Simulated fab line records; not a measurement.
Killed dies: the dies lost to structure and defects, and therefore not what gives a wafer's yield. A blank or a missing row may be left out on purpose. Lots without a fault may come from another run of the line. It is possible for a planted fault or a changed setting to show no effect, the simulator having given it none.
Matching of chambers + flow sky130 + 4 sister chambers for SKY_VIA2_CMP_02 on cmp-02
The step polishes SiO2. 8 wafers are shown with their chamber, then 8 later ones without.

WAFERS WITH THEIR CHAMBER
| wafer  | chamber | motor_current_A (A) | retaining_ring_pressure_frac |
|--------|---------|---------------------|------------------------------|
| L669.1 | 3       | 14.5                | 1.004                        |
| L669.5 | 3       | 14.5                | 1.002                        |
| L681.5 | 0       | 11.8                | 0.999                        |
| L681.6 | 1       | 14.1                | 0.993                        |
| L684.2 | 2       | 11.7                | 0.999                        |
| L684.5 | 2       | 12.0                | 0.993                        |
| L684.6 | 1       | 14.1                | 1.002                        |
| L685.2 | 0       | 12.0                | 0.996                        |

WAFERS WITH NO CHAMBER GIVEN
| wafer  | motor_current_A (A) | retaining_ring_pressure_frac |
|--------|---------------------|------------------------------|
| L685.3 | 12.4                | 0.999                        |
| L685.4 | 14.8                | 0.992                        |
| L688.1 | 13.3                | 1.004                        |
| L688.3 | 14.3                | 1.007                        |
| L688.6 | 12.5                | 0.999                        |
| L691.2 | 12.0                | 1.003                        |
| L691.3 | 13.9                | 0.995                        |
| L691.5 | 12.3                | 0.996                        |

CHAMBER TAKEN BY EACH
| wafer  | from the rows above     | in truth                   |
|--------|-------------------------|----------------------------|
| L685.3 | can't be placed: 0 or 2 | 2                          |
| L685.4 | 3                       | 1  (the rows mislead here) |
| L688.1 | 1                       | 1                          |
| L688.3 | can't be placed: 3 or 1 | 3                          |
| L688.6 | can't be placed: 0 or 2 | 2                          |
| L691.2 | can't be placed: 0 or 2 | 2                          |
| L691.3 | 1                       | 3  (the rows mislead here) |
| L691.5 | can't be placed: 0 or 2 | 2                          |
Placed correctly: 1 of 8. These rows do not allow placing 5 (true chamber among the candidates in 5). Wrongly placed: 2.
How it was worked out, from the rows above alone: a wafer's distance from a chamber is the root of the sum, over the readings, of the square of ((its reading less the chamber's mean) divided by the reading's scatter). If the next closest chamber is less than 2 further off than the closest, the wafer can't be placed; otherwise it belongs to the closest. For every chamber, the mean is computed from those of its wafers that are shown. The scatter: take each reading less its chamber's mean, square it, sum over the shown wafers, divide by the number of wafers less the number of chambers, and take the root.
